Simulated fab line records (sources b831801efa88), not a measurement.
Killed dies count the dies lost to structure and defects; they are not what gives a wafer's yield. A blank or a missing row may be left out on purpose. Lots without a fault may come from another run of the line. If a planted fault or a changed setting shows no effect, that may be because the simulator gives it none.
fab line records :: flow sky130
record:
  lots: 6
  wafers: 18
  last_day: 49
route steps=708 shown METAL2@491
lots with no fault: from the same line, run without faults
start_h: the number of hours between the record's first day and the start of the first shown wafer of the lot :: wait_h: time in hours since the lot's previous step :: " same as the row above :: L1.1+2: several wafers, shown together as one row :: - no value, or no start was given :: * or withheld: withheld :: < > ~ a bound
route shown NAME@n: names a module that has steps shown in the file, with the first one's number in the route :: usual: the fault-free wafers' mean and standard deviation :: same: alike in all rows :: chamber/n: place in a boat :: sites: the reading at each site :: _std_site: how widely they spread, as a standard deviation :: _edge_site: inner sites' mean taken away from outer sites' mean :: radius_mm: for every site, how far away it sits from the centre of the wafer :: mask NAME#n: copy n :: behind: the tool/chamber that last shaped the wafer :: hold: reason for holding the lot/hours on hold/outcome of the hold :: device: transistor that didn't switch, given as n, p or np :: end of line: tests run on the same wafers once the route is complete :: a step given without rows: its recipe and nothing more :: killed: at the first sort, the dies lost to defects and structure; wafer yield is something else :: map: a wafer's dies, x killed, . not, _ none there
set.NAME: the setting as run; set.NAME@STEP: as run at that earlier step :: model.NAME: the simulator's own value behind a step, which no gauge read
certain route steps with their lots: each step a table, each wafer a row
services: a tool's chamber out of use, with start hour (start_h, from the record's first day; less than 0 if before it), hours out, and reason
== steps ==
step: SKY_METAL2_HMDS_08
recipe:
  prime_time_s: 60
  prime_temp_c: 120
step: SKY_METAL2_COAT_09
recipe:
  resist: BARC
  temp_c: withheld
  time_s: withheld
  spin_rpm: 3000
  resist_thk_nm: 60
step: SKY_METAL2_COAT_10
recipe:
  resist: KrF-thick
  spin_rpm: 3000
  resist_thk_nm: 450
step: SKY_METAL2_SOFTBAKE_11
recipe:
  temp_c: 100
  time_s: 90
  resist: KrF-thick
step: SKY_METAL2_EXPOSE_12
recipe:
  mask_id: MM2
  na: 0.8
  source_shape: annular
  sigma_inner: 0.55
  sigma_outer: 0.85
  target_cd_nm: 140
  dose_mj: 28
step: SKY_METAL2_PEB_13
recipe:
  peb_temp_c: withheld
  peb_time_s: withheld
  resist: KrF-thick
step: SKY_METAL2_DEVELOP_14
recipe:
  develop_time_s: 60
  resist: KrF-thick
  dev_temp_c: 21
step: SKY_METAL2_CD_MEAS_15
recipe:
  target_cd_nm: 140
usual:
  cd_nm: 140.3/1.7
lot.wafer: L254.2
tool: cd_sem-01
chamber: -
start_h: 879.45
wait_h: -
cd_nm: 143.7

lot.wafer: L254.4
tool: cd_sem-01
chamber: -
start_h: 879.45
wait_h: -
cd_nm: 142.3

lot.wafer: L254.6
tool: cd_sem-01
chamber: -
start_h: 879.45
wait_h: -
cd_nm: 143.6

lot.wafer: L255.3
tool: cd_sem-02
chamber: -
start_h: 886.16
wait_h: -
cd_nm: 138.5

lot.wafer: L255.4
tool: cd_sem-02
chamber: -
start_h: 886.16
wait_h: -
cd_nm: 138.0

lot.wafer: L255.5
tool: cd_sem-02
chamber: -
start_h: 886.16
wait_h: -
cd_nm: 139.3

lot.wafer: L257.2
tool: cd_sem-01
chamber: -
start_h: 902.79
wait_h: -
cd_nm: 135.9

lot.wafer: L257.3
tool: cd_sem-01
chamber: -
start_h: 902.79
wait_h: -
cd_nm: 137.1

lot.wafer: L257.4
tool: cd_sem-01
chamber: -
start_h: 902.79
wait_h: -
cd_nm: 137.9

lot.wafer: L258.1
tool: cd_sem-02
chamber: -
start_h: 905.19
wait_h: -
cd_nm: 139.7

lot.wafer: L258.2
tool: cd_sem-02
chamber: -
start_h: 905.19
wait_h: -
cd_nm: 139.1

lot.wafer: L258.5
tool: cd_sem-02
chamber: -
start_h: 905.19
wait_h: -
cd_nm: 138.7

lot.wafer: L261.2
tool: cd_sem-01
chamber: -
start_h: 927.75
wait_h: -
cd_nm: 144.3

lot.wafer: L261.4
tool: cd_sem-01
chamber: -
start_h: 927.75
wait_h: -
cd_nm: 143.3

lot.wafer: L261.5
tool: cd_sem-01
chamber: -
start_h: 927.75
wait_h: -
cd_nm: 143.0

lot.wafer: L265.3
tool: cd_sem-01
chamber: -
start_h: 965.87
wait_h: -
cd_nm: 141.3

lot.wafer: L265.4
tool: cd_sem-01
chamber: -
start_h: 965.87
wait_h: -
cd_nm: 141.5

lot.wafer: L265.5
tool: cd_sem-01
chamber: -
start_h: 965.87
wait_h: -
cd_nm: 141.2
step: SKY_METAL2_OVL_MEAS_16
usual:
  METAL2_OVL: -2/5.7
lot.wafer: L254.2
tool: overlay-02
chamber: -
start_h: 879.56
wait_h: 0.1
METAL2_OVL[nm]: -8

lot.wafer: L254.4
tool: overlay-02
chamber: -
start_h: 879.56
wait_h: 0.1
METAL2_OVL[nm]: 1

lot.wafer: L254.6
tool: overlay-02
chamber: -
start_h: 879.56
wait_h: 0.1
METAL2_OVL[nm]: 3

lot.wafer: L255.3
tool: overlay-01
chamber: -
start_h: 886.26
wait_h: 0.1
METAL2_OVL[nm]: -9

lot.wafer: L255.4
tool: overlay-01
chamber: -
start_h: 886.26
wait_h: 0.1
METAL2_OVL[nm]: -10

lot.wafer: L255.5
tool: overlay-01
chamber: -
start_h: 886.26
wait_h: 0.1
METAL2_OVL[nm]: -10

lot.wafer: L257.2
tool: overlay-02
chamber: -
start_h: 902.90
wait_h: 0.1
METAL2_OVL[nm]: 1

lot.wafer: L257.3
tool: overlay-02
chamber: -
start_h: 902.90
wait_h: 0.1
METAL2_OVL[nm]: -5

lot.wafer: L257.4
tool: overlay-02
chamber: -
start_h: 902.90
wait_h: 0.1
METAL2_OVL[nm]: -8

lot.wafer: L258.1
tool: overlay-01
chamber: -
start_h: 905.31
wait_h: 0.1
METAL2_OVL[nm]: -6

lot.wafer: L258.2
tool: overlay-01
chamber: -
start_h: 905.31
wait_h: 0.1
METAL2_OVL[nm]: 0

lot.wafer: L258.5
tool: overlay-01
chamber: -
start_h: 905.31
wait_h: 0.1
METAL2_OVL[nm]: -8

lot.wafer: L261.2
tool: overlay-01
chamber: -
start_h: 927.86
wait_h: 0.1
METAL2_OVL[nm]: -6

lot.wafer: L261.4
tool: overlay-01
chamber: -
start_h: 927.86
wait_h: 0.1
METAL2_OVL[nm]: -8

lot.wafer: L261.5
tool: overlay-01
chamber: -
start_h: 927.86
wait_h: 0.1
METAL2_OVL[nm]: -8

lot.wafer: L265.3
tool: overlay-02
chamber: -
start_h: 965.96
wait_h: 0.1
METAL2_OVL[nm]: -5

lot.wafer: L265.4
tool: overlay-02
chamber: -
start_h: 965.96
wait_h: 0.1
METAL2_OVL[nm]: -3

lot.wafer: L265.5
tool: overlay-02
chamber: -
start_h: 965.96
wait_h: 0.1
METAL2_OVL[nm]: -3
step: SKY_METAL2_DESCUM_17
recipe:
  chemistry: O2
  source_power_w: 150
  bias_power_w: 0
  pressure_mtorr: 10
  temp_c: 40
  time_s: 8
usual:
  drypump_motor_current_A: 5.65/0.087
  he_backside_leak_sccm: 3.30/0.21
  oes_product_au: 0.999/0.0077
  rf_fwd_power_W: 147.1/0.76
lot.wafer: L254.2
tool: rie_metal-03
chamber: 1
start_h: 879.59
wait_h: 0.0
drypump_motor_current_A: 5.73
he_backside_leak_sccm: 3.56
oes_product_au: 0.984
rf_fwd_power_W: 147.3
rf_hours_counter_h: 9

lot.wafer: L254.4
tool: rie_metal-03
chamber: 1
start_h: 879.59
wait_h: 0.0
drypump_motor_current_A: 5.74
he_backside_leak_sccm: 3.71
oes_product_au: 0.990
rf_fwd_power_W: 147.7
rf_hours_counter_h: -

lot.wafer: L254.6
tool: rie_metal-03
chamber: 0
start_h: 879.59
wait_h: 0.0
drypump_motor_current_A: 5.63
he_backside_leak_sccm: 3.45
oes_product_au: 0.982
rf_fwd_power_W: 146.2
rf_hours_counter_h: -

lot.wafer: L255.3
tool: rie_metal-04
chamber: 1
start_h: 886.29
wait_h: 0.0
drypump_motor_current_A: 5.46
he_backside_leak_sccm: 3.24
oes_product_au: 0.999
rf_fwd_power_W: 146.4
rf_hours_counter_h: -

lot.wafer: L255.4
tool: rie_metal-04
chamber: 0
start_h: 886.29
wait_h: 0.0
drypump_motor_current_A: 5.63
he_backside_leak_sccm: 3.54
oes_product_au: 0.996
rf_fwd_power_W: 148.0
rf_hours_counter_h: -

lot.wafer: L255.5
tool: rie_metal-04
chamber: 1
start_h: 886.29
wait_h: 0.0
drypump_motor_current_A: 5.48
he_backside_leak_sccm: 3.21
oes_product_au: 1.007
rf_fwd_power_W: 146.7
rf_hours_counter_h: -

lot.wafer: L257.2
tool: rie_metal-03
chamber: 0
start_h: 902.93
wait_h: 0.0
drypump_motor_current_A: 5.62
he_backside_leak_sccm: 3.28
oes_product_au: 0.998
rf_fwd_power_W: 146.7
rf_hours_counter_h: 12

lot.wafer: L257.3
tool: rie_metal-03
chamber: 1
start_h: 902.93
wait_h: 0.0
drypump_motor_current_A: 5.73
he_backside_leak_sccm: 3.40
oes_product_au: 0.998
rf_fwd_power_W: 147.1
rf_hours_counter_h: -

lot.wafer: L257.4
tool: rie_metal-03
chamber: 0
start_h: 902.93
wait_h: 0.0
drypump_motor_current_A: 5.64
he_backside_leak_sccm: 3.41
oes_product_au: 0.997
rf_fwd_power_W: 146.5
rf_hours_counter_h: -

lot.wafer: L258.1
tool: rie_metal-02
chamber: 0
start_h: 905.34
wait_h: 0.0
drypump_motor_current_A: 5.79
he_backside_leak_sccm: 3.06
oes_product_au: 1.002
rf_fwd_power_W: 146.3
rf_hours_counter_h: 17

lot.wafer: L258.2
tool: rie_metal-02
chamber: 1
start_h: 905.34
wait_h: 0.0
drypump_motor_current_A: 5.65
he_backside_leak_sccm: 3.04
oes_product_au: 0.996
rf_fwd_power_W: 147.9
rf_hours_counter_h: 8

lot.wafer: L258.5
tool: rie_metal-02
chamber: 0
start_h: 905.34
wait_h: 0.0
drypump_motor_current_A: 5.79
he_backside_leak_sccm: 3.14
oes_product_au: 1.006
rf_fwd_power_W: 146.2
rf_hours_counter_h: -

lot.wafer: L261.2
tool: rie_metal-02
chamber: 0
start_h: 927.89
wait_h: 0.0
drypump_motor_current_A: 5.78
he_backside_leak_sccm: 3.24
oes_product_au: 1.011
rf_fwd_power_W: 146.9
rf_hours_counter_h: 17

lot.wafer: L261.4
tool: rie_metal-02
chamber: 1
start_h: 927.89
wait_h: 0.0
drypump_motor_current_A: 5.66
he_backside_leak_sccm: 2.99
oes_product_au: 1.007
rf_fwd_power_W: 148.1
rf_hours_counter_h: -

lot.wafer: L261.5
tool: rie_metal-02
chamber: 1
start_h: 927.89
wait_h: 0.0
drypump_motor_current_A: 5.66
he_backside_leak_sccm: 3.15
oes_product_au: 0.999
rf_fwd_power_W: 148.6
rf_hours_counter_h: -

lot.wafer: L265.3
tool: rie_metal-04
chamber: 1
start_h: 965.99
wait_h: 0.0
drypump_motor_current_A: 5.51
he_backside_leak_sccm: 3.00
oes_product_au: 0.984
rf_fwd_power_W: 146.7
rf_hours_counter_h: -

lot.wafer: L265.4
tool: rie_metal-04
chamber: 0
start_h: 965.99
wait_h: 0.0
drypump_motor_current_A: 5.61
he_backside_leak_sccm: 3.55
oes_product_au: 0.996
rf_fwd_power_W: 147.6
rf_hours_counter_h: -

lot.wafer: L265.5
tool: rie_metal-04
chamber: 0
start_h: 965.99
wait_h: 0.0
drypump_motor_current_A: 5.62
he_backside_leak_sccm: 3.53
oes_product_au: 0.989
rf_fwd_power_W: 148.1
rf_hours_counter_h: -
step: SKY_METAL2_ETCH_18
recipe:
  chemistry: N2/H2
  target: BARC
  ion_energy_ev: 200
  bias_w: 100
  pressure_mtorr: 30
  n2_flow_sccm: 100
  h2_flow_sccm: 200
  icp_w: 500
  stop_on: SiO2
  time_s: 45.9
  target_depth_a: 600
usual:
  drypump_motor_current_A: 5.66/0.089
  he_backside_leak_sccm: 3.29/0.28
  oes_product_au: 0.854/0.0048
  rf_fwd_power_W: 495.1/2
  throttle_valve_pct: 13.224/0.0094
lot.wafer: L254.2
tool: rie_metal-03
chamber: 1
start_h: 879.62
wait_h: 0.0
drypump_motor_current_A: 5.75
he_backside_leak_sccm: 3.74
oes_product_au: 0.860
rf_fwd_power_W: 495.1
rf_hours_counter_h: 9
throttle_valve_pct: 13.224

lot.wafer: L254.4
tool: rie_metal-03
chamber: 1
start_h: 879.62
wait_h: 0.0
drypump_motor_current_A: 5.81
he_backside_leak_sccm: 3.58
oes_product_au: 0.852
rf_fwd_power_W: 495.4
rf_hours_counter_h: -
throttle_valve_pct: 13.222

lot.wafer: L254.6
tool: rie_metal-03
chamber: 0
start_h: 879.62
wait_h: 0.0
drypump_motor_current_A: 5.65
he_backside_leak_sccm: 3.05
oes_product_au: 0.856
rf_fwd_power_W: 494.5
rf_hours_counter_h: -
throttle_valve_pct: 13.237

lot.wafer: L255.3
tool: rie_metal-04
chamber: 1
start_h: 886.33
wait_h: 0.0
drypump_motor_current_A: 5.48
he_backside_leak_sccm: 3.13
oes_product_au: 0.846
rf_fwd_power_W: 499.0
rf_hours_counter_h: -
throttle_valve_pct: 13.215

lot.wafer: L255.4
tool: rie_metal-04
chamber: 0
start_h: 886.33
wait_h: 0.0
drypump_motor_current_A: 5.64
he_backside_leak_sccm: 3.49
oes_product_au: 0.849
rf_fwd_power_W: 496.7
rf_hours_counter_h: -
throttle_valve_pct: 13.227

lot.wafer: L255.5
tool: rie_metal-04
chamber: 1
start_h: 886.33
wait_h: 0.0
drypump_motor_current_A: 5.51
he_backside_leak_sccm: 3.16
oes_product_au: 0.859
rf_fwd_power_W: 495.5
rf_hours_counter_h: -
throttle_valve_pct: 13.216

lot.wafer: L257.2
tool: rie_metal-03
chamber: 0
start_h: 902.96
wait_h: 0.0
drypump_motor_current_A: 5.64
he_backside_leak_sccm: 3.35
oes_product_au: 0.850
rf_fwd_power_W: 496.2
rf_hours_counter_h: 12
throttle_valve_pct: 13.233

lot.wafer: L257.3
tool: rie_metal-03
chamber: 1
start_h: 902.96
wait_h: 0.0
drypump_motor_current_A: 5.75
he_backside_leak_sccm: 3.53
oes_product_au: 0.853
rf_fwd_power_W: 495.0
rf_hours_counter_h: -
throttle_valve_pct: 13.226

lot.wafer: L257.4
tool: rie_metal-03
chamber: 0
start_h: 902.96
wait_h: 0.0
drypump_motor_current_A: 5.63
he_backside_leak_sccm: 3.44
oes_product_au: 0.843
rf_fwd_power_W: 495.9
rf_hours_counter_h: -
throttle_valve_pct: 13.219

lot.wafer: L258.1
tool: rie_metal-02
chamber: 0
start_h: 905.38
wait_h: 0.0
drypump_motor_current_A: 5.79
he_backside_leak_sccm: 3.19
oes_product_au: 0.850
rf_fwd_power_W: 493.3
rf_hours_counter_h: 17
throttle_valve_pct: 13.213

lot.wafer: L258.2
tool: rie_metal-02
chamber: 1
start_h: 905.38
wait_h: 0.0
drypump_motor_current_A: 5.65
he_backside_leak_sccm: 2.94
oes_product_au: 0.860
rf_fwd_power_W: 498.0
rf_hours_counter_h: 8
throttle_valve_pct: 13.222

lot.wafer: L258.5
tool: rie_metal-02
chamber: 0
start_h: 905.38
wait_h: 0.0
drypump_motor_current_A: 5.76
he_backside_leak_sccm: 3.25
oes_product_au: 0.859
rf_fwd_power_W: 492.6
rf_hours_counter_h: -
throttle_valve_pct: 13.213

lot.wafer: L261.2
tool: rie_metal-02
chamber: 0
start_h: 927.92
wait_h: 0.0
drypump_motor_current_A: 5.78
he_backside_leak_sccm: 3.19
oes_product_au: 0.855
rf_fwd_power_W: 491.8
rf_hours_counter_h: 17
throttle_valve_pct: 13.223

lot.wafer: L261.4
tool: rie_metal-02
chamber: 1
start_h: 927.92
wait_h: 0.0
drypump_motor_current_A: 5.68
he_backside_leak_sccm: 3.12
oes_product_au: 0.851
rf_fwd_power_W: 497.3
rf_hours_counter_h: -
throttle_valve_pct: 13.215

lot.wafer: L261.5
tool: rie_metal-02
chamber: 1
start_h: 927.92
wait_h: 0.0
drypump_motor_current_A: 5.67
he_backside_leak_sccm: 3.10
oes_product_au: 0.865
rf_fwd_power_W: 496.5
rf_hours_counter_h: -
throttle_valve_pct: 13.216

lot.wafer: L265.3
tool: rie_metal-04
chamber: 1
start_h: 966.03
wait_h: 0.0
drypump_motor_current_A: 5.51
he_backside_leak_sccm: 3.02
oes_product_au: 0.855
rf_fwd_power_W: 494.8
rf_hours_counter_h: -
throttle_valve_pct: 13.236

lot.wafer: L265.4
tool: rie_metal-04
chamber: 0
start_h: 966.03
wait_h: 0.0
drypump_motor_current_A: 5.64
he_backside_leak_sccm: 3.36
oes_product_au: 0.847
rf_fwd_power_W: 496.1
rf_hours_counter_h: -
throttle_valve_pct: 13.220

lot.wafer: L265.5
tool: rie_metal-04
chamber: 0
start_h: 966.03
wait_h: 0.0
drypump_motor_current_A: 5.62
he_backside_leak_sccm: 3.49
oes_product_au: 0.856
rf_fwd_power_W: 496.7
rf_hours_counter_h: -
throttle_valve_pct: 13.230
step: SKY_METAL2_METAL_ETCH_19
recipe:
  target_depth_a: 3600
  stop_on: SiO2
  over_etch_frac: 0.3
  time_s: 78
  chemistry: Cl2/BCl3
  resist_sidewall_deg: 88
  pressure_mtorr: 10
  icp_w: 900
  bias_w: 48.5
  Cl2_flow_sccm: 60
  bcl3_flow_sccm: 30
usual:
  drypump_motor_current_A: 5.65/0.084
  he_backside_leak_sccm: 3.32/0.24
  oes_product_au: 0.856/0.0052
  rf_fwd_power_W: 894.3/2.9
  throttle_valve_pct: 22.265/0.0095
lot.wafer: L254.2
tool: rie_metal-03
chamber: 1
start_h: 879.68
wait_h: 0.0
drypump_motor_current_A: 5.74
he_backside_leak_sccm: 3.72
oes_product_au: 0.852
rf_fwd_power_W: 896.7
rf_hours_counter_h: 9
throttle_valve_pct: 22.265

lot.wafer: L254.4
tool: rie_metal-03
chamber: 1
start_h: 879.68
wait_h: 0.0
drypump_motor_current_A: 5.77
he_backside_leak_sccm: 3.65
oes_product_au: 0.858
rf_fwd_power_W: 893.7
rf_hours_counter_h: -
throttle_valve_pct: 22.266

lot.wafer: L254.6
tool: rie_metal-03
chamber: 0
start_h: 879.68
wait_h: 0.0
drypump_motor_current_A: 5.65
he_backside_leak_sccm: 3.23
oes_product_au: 0.862
rf_fwd_power_W: 895.5
rf_hours_counter_h: -
throttle_valve_pct: 22.257

lot.wafer: L255.3
tool: rie_metal-04
chamber: 1
start_h: 886.41
wait_h: 0.1
drypump_motor_current_A: 5.50
he_backside_leak_sccm: 3.16
oes_product_au: 0.854
rf_fwd_power_W: 896.4
rf_hours_counter_h: -
throttle_valve_pct: 22.272

lot.wafer: L255.4
tool: rie_metal-04
chamber: 0
start_h: 886.41
wait_h: 0.1
drypump_motor_current_A: 5.63
he_backside_leak_sccm: 3.46
oes_product_au: 0.854
rf_fwd_power_W: 895.9
rf_hours_counter_h: -
throttle_valve_pct: 22.266

lot.wafer: L255.5
tool: rie_metal-04
chamber: 1
start_h: 886.41
wait_h: 0.1
drypump_motor_current_A: 5.48
he_backside_leak_sccm: 3.20
oes_product_au: 0.848
rf_fwd_power_W: 892.7
rf_hours_counter_h: -
throttle_valve_pct: 22.284

lot.wafer: L257.2
tool: rie_metal-03
chamber: 0
start_h: 903.03
wait_h: 0.0
drypump_motor_current_A: 5.66
he_backside_leak_sccm: 3.38
oes_product_au: 0.847
rf_fwd_power_W: 888.4
rf_hours_counter_h: 13
throttle_valve_pct: 22.256

lot.wafer: L257.3
tool: rie_metal-03
chamber: 1
start_h: 903.03
wait_h: 0.0
drypump_motor_current_A: 5.71
he_backside_leak_sccm: 3.43
oes_product_au: 0.857
rf_fwd_power_W: 892.8
rf_hours_counter_h: -
throttle_valve_pct: 22.261

lot.wafer: L257.4
tool: rie_metal-03
chamber: 0
start_h: 903.03
wait_h: 0.0
drypump_motor_current_A: 5.66
he_backside_leak_sccm: 3.30
oes_product_au: 0.859
rf_fwd_power_W: 893.4
rf_hours_counter_h: -
throttle_valve_pct: 22.260

lot.wafer: L258.1
tool: rie_metal-02
chamber: 0
start_h: 905.44
wait_h: 0.0
drypump_motor_current_A: 5.75
he_backside_leak_sccm: 3.16
oes_product_au: 0.859
rf_fwd_power_W: 897.5
rf_hours_counter_h: 17
throttle_valve_pct: 22.249

lot.wafer: L258.2
tool: rie_metal-02
chamber: 1
start_h: 905.44
wait_h: 0.0
drypump_motor_current_A: 5.66
he_backside_leak_sccm: 3.18
oes_product_au: 0.853
rf_fwd_power_W: 900.2
rf_hours_counter_h: 8
throttle_valve_pct: 22.253

lot.wafer: L258.5
tool: rie_metal-02
chamber: 0
start_h: 905.44
wait_h: 0.0
drypump_motor_current_A: 5.80
he_backside_leak_sccm: 3.13
oes_product_au: 0.854
rf_fwd_power_W: 897.1
rf_hours_counter_h: -
throttle_valve_pct: 22.279

lot.wafer: L261.2
tool: rie_metal-02
chamber: 0
start_h: 927.98
wait_h: 0.0
drypump_motor_current_A: 5.79
he_backside_leak_sccm: 3.23
oes_product_au: 0.866
rf_fwd_power_W: 888.9
rf_hours_counter_h: 18
throttle_valve_pct: 22.258

lot.wafer: L261.4
tool: rie_metal-02
chamber: 1
start_h: 927.98
wait_h: 0.0
drypump_motor_current_A: 5.68
he_backside_leak_sccm: 2.93
oes_product_au: 0.865
rf_fwd_power_W: 899.1
rf_hours_counter_h: -
throttle_valve_pct: 22.263

lot.wafer: L261.5
tool: rie_metal-02
chamber: 1
start_h: 927.98
wait_h: 0.0
drypump_motor_current_A: 5.67
he_backside_leak_sccm: 2.80
oes_product_au: 0.867
rf_fwd_power_W: 898.9
rf_hours_counter_h: -
throttle_valve_pct: 22.264

lot.wafer: L265.3
tool: rie_metal-04
chamber: 1
start_h: 966.11
wait_h: 0.1
drypump_motor_current_A: 5.51
he_backside_leak_sccm: 3.13
oes_product_au: 0.867
rf_fwd_power_W: 891.7
rf_hours_counter_h: -
throttle_valve_pct: 22.270

lot.wafer: L265.4
tool: rie_metal-04
chamber: 0
start_h: 966.11
wait_h: 0.1
drypump_motor_current_A: 5.64
he_backside_leak_sccm: 3.50
oes_product_au: 0.854
rf_fwd_power_W: 896.6
rf_hours_counter_h: -
throttle_valve_pct: 22.265

lot.wafer: L265.5
tool: rie_metal-04
chamber: 0
start_h: 966.11
wait_h: 0.1
drypump_motor_current_A: 5.63
he_backside_leak_sccm: 3.42
oes_product_au: 0.855
rf_fwd_power_W: 893.0
rf_hours_counter_h: -
throttle_valve_pct: 22.273
step: SKY_METAL2_STRIP_20
recipe:
  chemistry: O2/N2
  power_w: 1400
  pressure_mtorr: 1500
  platen_temp_c: withheld
  o2_flow_sccm: 3000
  n2_flow_sccm: 300
  overash_fraction: 0.5
usual:
  chamber_pressure_mTorr: 1499.9/1.4
  drypump_motor_current_A: 5.73/0.25
  oes_product_au: 0.343/0.0046
  strip_time_to_endpoint_s: 2.691/0.027
lot.wafer: L254.2
tool: plasma_asher-04
chamber: 1
start_h: 879.77
wait_h: 0.1
chamber_pressure_mTorr: -
drypump_motor_current_A: -
oes_product_au: -
rf_hours_counter_h: -
strip_time_to_endpoint_s: -
model.KrF-thick_of_METAL2_COAT_10.thk_nm: 157.5

lot.wafer: L254.4
tool: plasma_asher-04
chamber: 0
start_h: 879.77
wait_h: 0.1
chamber_pressure_mTorr: -
drypump_motor_current_A: -
oes_product_au: -
rf_hours_counter_h: -
strip_time_to_endpoint_s: -
model.KrF-thick_of_METAL2_COAT_10.thk_nm: 158.8

lot.wafer: L254.6
tool: plasma_asher-04
chamber: 0
start_h: 879.77
wait_h: 0.1
chamber_pressure_mTorr: -
drypump_motor_current_A: -
oes_product_au: -
rf_hours_counter_h: -
strip_time_to_endpoint_s: -
model.KrF-thick_of_METAL2_COAT_10.thk_nm: 156.6

lot.wafer: L255.3
tool: plasma_asher-02
chamber: 1
start_h: 886.50
wait_h: 0.1
chamber_pressure_mTorr: -
drypump_motor_current_A: -
oes_product_au: -
rf_hours_counter_h: -
strip_time_to_endpoint_s: -
model.KrF-thick_of_METAL2_COAT_10.thk_nm: 156.2

lot.wafer: L255.4
tool: plasma_asher-02
chamber: 0
start_h: 886.50
wait_h: 0.1
chamber_pressure_mTorr: -
drypump_motor_current_A: -
oes_product_au: -
rf_hours_counter_h: -
strip_time_to_endpoint_s: -
model.KrF-thick_of_METAL2_COAT_10.thk_nm: 155.4

lot.wafer: L255.5
tool: plasma_asher-02
chamber: 1
start_h: 886.50
wait_h: 0.1
chamber_pressure_mTorr: -
drypump_motor_current_A: -
oes_product_au: -
rf_hours_counter_h: -
strip_time_to_endpoint_s: -
model.KrF-thick_of_METAL2_COAT_10.thk_nm: 158.2

lot.wafer: L257.2
tool: plasma_asher-04
chamber: 0
start_h: 903.12
wait_h: 0.1
chamber_pressure_mTorr: 1500.5
drypump_motor_current_A: 5.72
oes_product_au: 0.348
rf_hours_counter_h: 47
strip_time_to_endpoint_s: 2.660
model.KrF-thick_of_METAL2_COAT_10.thk_nm: 0

lot.wafer: L257.3
tool: plasma_asher-04
chamber: 0
start_h: 903.12
wait_h: 0.1
chamber_pressure_mTorr: 1500.4
drypump_motor_current_A: 5.69
oes_product_au: 0.335
rf_hours_counter_h: -
strip_time_to_endpoint_s: 2.721
model.KrF-thick_of_METAL2_COAT_10.thk_nm: 0

lot.wafer: L257.4
tool: plasma_asher-04
chamber: 1
start_h: 903.12
wait_h: 0.1
chamber_pressure_mTorr: 1500.1
drypump_motor_current_A: 5.71
oes_product_au: 0.343
rf_hours_counter_h: -
strip_time_to_endpoint_s: 2.659
model.KrF-thick_of_METAL2_COAT_10.thk_nm: 0

lot.wafer: L258.1
tool: plasma_asher-04
chamber: 0
start_h: 905.53
wait_h: 0.1
chamber_pressure_mTorr: 1499.8
drypump_motor_current_A: 5.70
oes_product_au: 0.345
rf_hours_counter_h: 47
strip_time_to_endpoint_s: 2.692
model.KrF-thick_of_METAL2_COAT_10.thk_nm: 0

lot.wafer: L258.2
tool: plasma_asher-04
chamber: 1
start_h: 905.53
wait_h: 0.1
chamber_pressure_mTorr: 1499.2
drypump_motor_current_A: 5.71
oes_product_au: 0.350
rf_hours_counter_h: 47
strip_time_to_endpoint_s: 2.705
model.KrF-thick_of_METAL2_COAT_10.thk_nm: 0

lot.wafer: L258.5
tool: plasma_asher-04
chamber: 0
start_h: 905.53
wait_h: 0.1
chamber_pressure_mTorr: 1499.5
drypump_motor_current_A: 5.70
oes_product_au: 0.341
rf_hours_counter_h: -
strip_time_to_endpoint_s: 2.674
model.KrF-thick_of_METAL2_COAT_10.thk_nm: 0

lot.wafer: L261.2
tool: plasma_asher-01
chamber: 1
start_h: 928.07
wait_h: 0.1
chamber_pressure_mTorr: 1499.0
drypump_motor_current_A: 5.91
oes_product_au: 0.337
rf_hours_counter_h: 18
strip_time_to_endpoint_s: 2.677
model.KrF-thick_of_METAL2_COAT_10.thk_nm: 0

lot.wafer: L261.4
tool: plasma_asher-01
chamber: 0
start_h: 928.07
wait_h: 0.1
chamber_pressure_mTorr: 1498.2
drypump_motor_current_A: 5.69
oes_product_au: 0.345
rf_hours_counter_h: -
strip_time_to_endpoint_s: 2.692
model.KrF-thick_of_METAL2_COAT_10.thk_nm: 0

lot.wafer: L261.5
tool: plasma_asher-01
chamber: 0
start_h: 928.07
wait_h: 0.1
chamber_pressure_mTorr: 1501.0
drypump_motor_current_A: 5.67
oes_product_au: 0.345
rf_hours_counter_h: -
strip_time_to_endpoint_s: 2.684
model.KrF-thick_of_METAL2_COAT_10.thk_nm: 0

lot.wafer: L265.3
tool: plasma_asher-02
chamber: 0
start_h: 966.20
wait_h: 0.1
chamber_pressure_mTorr: 1502.4
drypump_motor_current_A: 5.27
oes_product_au: 0.351
rf_hours_counter_h: -
strip_time_to_endpoint_s: 2.739
model.KrF-thick_of_METAL2_COAT_10.thk_nm: 0

lot.wafer: L265.4
tool: plasma_asher-02
chamber: 1
start_h: 966.20
wait_h: 0.1
chamber_pressure_mTorr: 1501.2
drypump_motor_current_A: 6.09
oes_product_au: 0.347
rf_hours_counter_h: -
strip_time_to_endpoint_s: 2.707
model.KrF-thick_of_METAL2_COAT_10.thk_nm: 0

lot.wafer: L265.5
tool: plasma_asher-02
chamber: 1
start_h: 966.20
wait_h: 0.1
chamber_pressure_mTorr: 1498.0
drypump_motor_current_A: 6.09
oes_product_au: 0.339
rf_hours_counter_h: -
strip_time_to_endpoint_s: 2.657
model.KrF-thick_of_METAL2_COAT_10.thk_nm: 0
step: SKY_METAL2_STRIP_21
recipe:
  chemistry: post_etch_residue_remover
  time_s: 1200
  temp_c: 72.5
== services ==
tool: plasma_asher-04
chamber: -
start_h: 860.75
hours: 1.0
kind: repair

tool: rie_metal-04
chamber: 1
start_h: 886.57
hours: 9.0
kind: repair

tool: rie_metal-03
chamber: -
start_h: 886.91
hours: 5.7
kind: repair

tool: rie_metal-04
chamber: 1
start_h: 919.21
hours: -
kind: clean

tool: rie_metal-04
chamber: 1
start_h: 919.21
hours: 14.0
kind: scheduled_down

tool: rie_metal-04
chamber: 1
start_h: 919.21
hours: 14.0
kind: vent_cycle

tool: rie_metal-03
chamber: 1
start_h: 926.56
hours: 4.8
kind: repair

tool: plasma_asher-02
chamber: -
start_h: 939.47
hours: 6.1
kind: repair

tool: rie_metal-02
chamber: -
start_h: 950.38
hours: 5.2
kind: repair

tool: rie_metal-04
chamber: 0
start_h: 953.71
hours: 1.1
kind: repair
== key ==
first_sign:
  step: SKY_METAL2_STRIP_20
  reading: tool_record
  direction: missing
effect none on later readings
model_effect:
  step: SKY_METAL2_STRIP_20
  value: KrF-thick_of_METAL2_COAT_10.thk_nm
  without: 0
  struck: 157.1
met_at SKY_METAL2_STRIP_20
struck_wafers L254.2,L254.4,L254.6,L255.3,L255.4,L255.5
later_rows_left_out L254.2,L254.4,L254.6,L255.3,L255.4,L255.5
sort_left_out L254.2,L254.4,L254.6,L255.3,L255.4,L255.5
fault:
  kind: skipped_step_whole
  tool: plasma_asher-02,plasma_asher-04
  chamber: -
  onset_h: 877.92
  steps: SKY_METAL2_STRIP_20
  scope: struck_lots_only
sort_left_out: the simulated sort isn't trusted on such a fault, so these wafers' sort isn't shown, and their yield isn't known
later_rows_left_out: the simulator's readings of these wafers behind a module that went badly wrong aren't trusted and aren't shown, but for the sort
